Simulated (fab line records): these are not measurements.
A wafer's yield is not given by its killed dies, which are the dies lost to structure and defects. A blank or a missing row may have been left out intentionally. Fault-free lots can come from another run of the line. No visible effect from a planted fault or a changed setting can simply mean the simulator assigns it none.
Matching of chambers ; flow gf180mcu ; 4 sister chambers for GF_V1_CMP_26 on cmp-01
The step polishes, stops on SiO2, t overpolish 15 s, target thk 0 nm. 4 wafers are shown with their chamber, then 7 later ones without.

== EACH WAFER AND ITS CHAMBER ==
wafer;chamber;motor-current-A (A)
L471.6;3;8.7
L477.3;0;12.5
L478.2;2;10.7
L478.4;1;10.0

== WAFERS WITHOUT THEIR CHAMBER ==
wafer;motor-current-A (A)
L478.5;9.5
L482.3;8.9
L482.4;13.4
L482.6;13.1
L486.1;9.9
L486.2;12.6
L486.3;10.5

== WHICH CHAMBER EACH WENT THROUGH ==
wafer;from the rows above;in truth
L478.5;can't be placed: 1 or 3 or 2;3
L482.3;can't be placed: 3 or 1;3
L482.4;0;0
L482.6;0;0
L486.1;can't be placed: 1 or 2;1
L486.2;0;0
L486.3;can't be placed: 2 or 1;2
Placed correctly: 3 of 7. From these rows, 4 cannot be placed; in 4 the true chamber is one of the candidates. Wrongly placed: 0.
How it was worked out, from the rows above alone: a wafer's distance from a chamber is the root of the sum, over the readings, of the square of ((its reading less the chamber's mean) divided by the reading's scatter). The wafer belongs to the nearest chamber; if the next one is less than 2 further off, it can't be placed. A chamber's mean is the mean of its shown wafers. The scatter: with one shown wafer a chamber, the root of the mean of the squares of how far each hidden wafer lies from its nearest shown one.
